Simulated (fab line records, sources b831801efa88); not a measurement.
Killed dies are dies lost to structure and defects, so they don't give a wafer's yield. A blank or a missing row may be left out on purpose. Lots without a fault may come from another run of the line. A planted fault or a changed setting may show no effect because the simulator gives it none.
A struck lot beside a sound one | flow sky130 | 32 steps out of a route of 708
Sound: wafers L724.1, L724.2, L724.4. Struck: wafers L746.3, L746.5, L746.6. The cause comes at the end.
At each step with rows: each side's tool, then ch and its chambers, then its first start. Under that, the readings that differ: sound wafers | struck wafers | difference of the means | sigmas: that difference in standard deviations of wafers without a fault.
alike: readings whose means differ by less than 2 such deviations, and words and numbers that are the same on both sides. not compared: withheld readings, readings that some wafer has no value for, bounds like >300 that may hide the same value, and numbers for which the record gives no deviation and whose values overlap.
The two part at a step that has a row with sigmas, a row that says differs or no value, or rows on one side only. Numbers that don't overlap but have no deviation are shown without sigmas and don't part them. A reading that every wafer of one side lacks parts them only if that side has two wafers or more.

SKY_PWDE_OVL_MEAS_07:
  sound on overlay-01, day 3 17:23; struck on overlay-01, day 9 04:57
  alike: PWDE_OVL
then, 1 step without rows for these wafers: SKY_PWDE_IMPLANT_08.
SKY_PWDE_STRIP_09: strips in O2/N2.
  sound on plasma_asher-04 ch 0,1, day 3 17:34; struck on plasma_asher-01 ch 0,1, day 9 05:09
  reading                     | sound       | struck      | difference | sigmas
  drypump_motor_current_A (A) | 5.3 5.7 5.3 | 6.3 5.8 6.3 | +0.7       | +2
  alike: n2_flow_sccm, oes_product_au, strip_time_to_endpoint_s
  not compared: rf_hours_counter_h
SKY_PWDE_TW_MEAS_10:
  sound on film_metro-01, day 3 17:40; struck on film_metro-02, day 9 05:14
  alike: PWDE_TW
then, 7 steps without rows for these wafers: SKY_NWELL_DEHYDRATE_03 (time 60 s); SKY_NWELL_HMDS_04 (prime time 60 s); SKY_NWELL_COAT_05 (resist thk 3000 nm); SKY_NWELL_SOFTBAKE_06; SKY_NWELL_EXPOSE_07 (exposes mask NWM, target cd 840 nm); SKY_NWELL_PEB_08; SKY_NWELL_DEVELOP_09 (develop time 60 s).
SKY_NWELL_OVL_MEAS_10:
  sound on overlay-01, day 4 09:50; struck on overlay-01, day 10 03:44
  alike: NWELL_00_OVL
SKY_NWELL_IMPLANT_11:
  sound on implanter-04 ch 0, day 4 09:52; struck on implanter-02 ch 0, day 10 03:49
  reading       | sound                           | struck                           | difference  | sigmas
  dose_ions_cm2 | 1.899e+13 1.8984e+13 1.8992e+13 | 1.9364e+13 1.9361e+13 1.9387e+13 | +3.8200e+11 | +18
then, 2 steps without rows for these wafers: SKY_NWELL_IMPLANT_12; SKY_NWELL_IMPLANT_13.
SKY_NWELL_STRIP_14: strips in O2/N2.
  sound on plasma_asher-03 ch 0,1, day 4 10:19; struck on plasma_asher-03 ch 0,1, day 10 04:14
  alike: drypump_motor_current_A, n2_flow_sccm, oes_product_au, strip_time_to_endpoint_s
  not compared: rf_hours_counter_h
SKY_NWELL_TW_MEAS_15:
  sound on film_metro-01, day 4 10:25; struck on film_metro-02, day 10 04:20
  alike: NWELL_TW
then, 7 steps without rows for these wafers: SKY_NWELL_DEHYDRATE_16 (time 60 s); SKY_NWELL_HMDS_17 (prime time 60 s); SKY_NWELL_COAT_18 (resist thk 3000 nm); SKY_NWELL_SOFTBAKE_19; SKY_NWELL_EXPOSE_20 (exposes mask NWM COMPLEMENT, target cd 840 nm); SKY_NWELL_PEB_21; SKY_NWELL_DEVELOP_22 (develop time 60 s).
SKY_NWELL_OVL_MEAS_23:
  sound on overlay-02, day 5 03:46; struck on overlay-02, day 11 03:50
  alike: NWELL_01_OVL
then, 1 step without rows for these wafers: SKY_NWELL_IMPLANT_24.
SKY_NWELL_STRIP_25: strips in O2/N2.
  sound on plasma_asher-01 ch 0,1, day 5 03:58; struck on plasma_asher-03 ch 0,1, day 11 04:02
  alike: drypump_motor_current_A, n2_flow_sccm, oes_product_au, strip_time_to_endpoint_s
  not compared: rf_hours_counter_h
SKY_NWELL_TW_MEAS_26:
  sound on film_metro-03, day 5 04:04; struck on film_metro-03, day 11 04:08
  alike: NWELL_2_TW
then, 1 step without rows for these wafers: SKY_NWELL_CLEAN_27 (cleans in SC1/SC2, time 150 s).
SKY_NWELL_RTA_28: time 30 s.
  sound on rtp_anneal-01 ch 0, day 5 04:10; struck on rtp_anneal-01 ch 0, day 11 04:15
  reading          | sound                | struck               | difference | sigmas
  wafer_temp_C_max | 1053.8 1053.6 1053.3 | 1056.1 1055.6 1055.4 | +2.1       | +2
  alike: anneal_temp_c_max, lamp_power_pct, ramp_up_c_per_s
SKY_NWELL_RS_MEAS_29: measures by four-point-probe.
  sound on film_metro-03, day 5 04:16; struck on film_metro-01, day 11 04:22
  reading           | sound             | struck            | difference | sigmas
  NWELL_RS (ohm/sq) | 626.6 626.0 624.9 | 616.6 616.0 615.8 | -9.7       | -6
-- the record jumps here: 40 days lie between the struck wafers' starts before and after (it left off in module NWELL and takes up again in module PAD_OPEN, whose first step shown is number 708 of the route) --
SKY_PAD_OPEN_PROBE_99:
  sound on prober-01, day 46 05:59; struck on prober-02, day 51 03:48
  alike: killed_at_M0_to_M3, killed_at_M4_up, killed_at_contacts, killed_at_front_end, killed_at_other, killed_dies, killed_open, killed_short

WHERE THEY PART
First at SKY_PWDE_STRIP_09; last, within this record, at SKY_NWELL_RS_MEAS_29. Later steps at which nothing parts them and some readings are alike: SKY_PAD_OPEN_PROBE_99.

WHY: what the simulator had put in
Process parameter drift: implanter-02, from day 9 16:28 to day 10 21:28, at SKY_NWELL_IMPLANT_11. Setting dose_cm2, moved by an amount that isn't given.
